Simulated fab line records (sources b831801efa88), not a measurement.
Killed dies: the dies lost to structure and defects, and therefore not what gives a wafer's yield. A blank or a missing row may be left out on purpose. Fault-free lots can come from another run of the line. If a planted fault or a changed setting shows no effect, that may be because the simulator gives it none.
A sampling plan put to the test | flow gf180mcu | 9 faults told of in these records, all on one fab line, each judged by the records of the lots it struck
What counts as the plan is the set of the line's own looks, namely the steps on the route at which a gauge or an inspection reads a wafer and does not change it. Where struck wafers have a number at a look and the file lists that look's usual mean and standard deviation on fault-free wafers, the look can be judged. Caught: the struck wafers' mean, at a look after the fault's first step, is 4 or more of those standard deviations (sigma) away from the usual mean. On the tool: the same test on the tool's own readings at the fault's steps. Caught also covers a different recipe on the struck wafers, or a record left blank for those wafers only.

== THE FAULTS, as the simulator had put them in ==
1. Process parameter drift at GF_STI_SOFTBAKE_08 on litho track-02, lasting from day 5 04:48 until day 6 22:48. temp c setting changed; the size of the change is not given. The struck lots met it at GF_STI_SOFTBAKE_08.
2. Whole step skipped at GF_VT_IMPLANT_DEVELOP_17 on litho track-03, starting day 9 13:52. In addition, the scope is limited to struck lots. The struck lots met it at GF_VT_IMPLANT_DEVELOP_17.
3. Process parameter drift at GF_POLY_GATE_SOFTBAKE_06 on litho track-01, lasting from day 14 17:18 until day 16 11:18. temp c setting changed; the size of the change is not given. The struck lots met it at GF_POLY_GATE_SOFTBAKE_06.
4. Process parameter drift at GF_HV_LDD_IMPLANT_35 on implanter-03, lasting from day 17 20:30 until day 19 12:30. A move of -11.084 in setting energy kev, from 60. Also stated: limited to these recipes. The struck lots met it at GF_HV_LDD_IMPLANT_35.
5. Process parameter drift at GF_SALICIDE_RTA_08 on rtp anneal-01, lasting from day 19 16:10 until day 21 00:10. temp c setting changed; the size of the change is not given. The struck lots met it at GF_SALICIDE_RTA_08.
6. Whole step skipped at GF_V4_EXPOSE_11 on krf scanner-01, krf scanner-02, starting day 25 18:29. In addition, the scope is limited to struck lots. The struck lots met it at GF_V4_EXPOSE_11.
7. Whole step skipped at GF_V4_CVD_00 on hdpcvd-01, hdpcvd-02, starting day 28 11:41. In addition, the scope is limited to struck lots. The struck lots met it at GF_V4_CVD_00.
8. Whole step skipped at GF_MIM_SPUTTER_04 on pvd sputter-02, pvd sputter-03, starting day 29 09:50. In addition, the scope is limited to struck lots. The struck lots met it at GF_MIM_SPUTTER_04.
9. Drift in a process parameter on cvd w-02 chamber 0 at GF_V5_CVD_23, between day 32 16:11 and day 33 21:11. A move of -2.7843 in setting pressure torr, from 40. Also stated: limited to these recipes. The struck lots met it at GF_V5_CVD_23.

== WHAT THE PLAN SAW ==
fault | on the tool itself                               | first look that catches it                   | reading, sigma | median hours from its first step to that look | hours from the fault's start to the first struck lot there | judged looks passed uncaught
1     | heater power total W -99 or beyond sigma         | GF_STI_CD_MEAS_12                            | cd nm +22      | 8.0                                           | 13                                                         | 0
2     | the tool's record is blank for the struck wafers | not the one look that can be judged after it | -              | -                                             | -                                                          | 1
3     | heater power total W -99 or beyond sigma         | GF_POLY_GATE_CD_MEAS_10                      | cd nm +12      | 11.6                                          | 14                                                         | 0
4     | beam energy keV -99 or beyond sigma              | GF_HV_LDD_RS_MEAS_53                         | HV_LDD_RS -7.8 | 25.6                                          | 38                                                         | 0
5     | wafer_temp_C_max -99 or beyond sigma             | not the one look that can be judged after it | -              | -                                             | -                                                          | 1
6     | no reading that can be judged                    | no look after it can be judged               | -              | -                                             | -                                                          | 0
7     | the tool's record is blank for the struck wafers | no look after it can be judged               | -              | -                                             | -                                                          | 0
8     | the tool's record is blank for the struck wafers | no look after it can be judged               | -              | -                                             | -                                                          | 0
9     | chamber pressure Torr -34 sigma                  | no look after it can be judged               | -              | -                                             | -                                                          | 0
A dash: the fault is not caught, or the number is missing from these records.

Caught at a look: 3 of 9. Caught on the tool: 8 of 9. By one or the other: 8 of 9.
Faults 2, 5, 7, 8, 9 were caught on the tool alone.
Caught by neither: fault 6.

== THINNER SAMPLING ==
Were the look that catches a fault to measure just every second or every third lot (counted by lot number), the first struck lot would, at worst, be measured this late:
fault | struck lots at that look, in order of time | every lot | every second lot | every third lot
1     | L866, L869, L871                           | 13 h      | 28 h             | may miss all 3
3     | L756, L758                                 | 14 h      | may miss all 2   | may miss all 2
4     | L911, L914                                 | 38 h      | 58 h             | may miss all 2
Hours: fault start to first struck lot measured. Since the struck wafers were tested as one group against 4 sigma, a single lot by itself may lie under the limit. Other struck lots may not be in these records.

== THE LONGEST TIMED WAY FROM STEP TO LOOK ==
For fault 4, GF_HV_LDD_IMPLANT_35 and GF_HV_LDD_RS_MEAS_53 are separated by a median of 25.6 hours. No look between them can be judged.
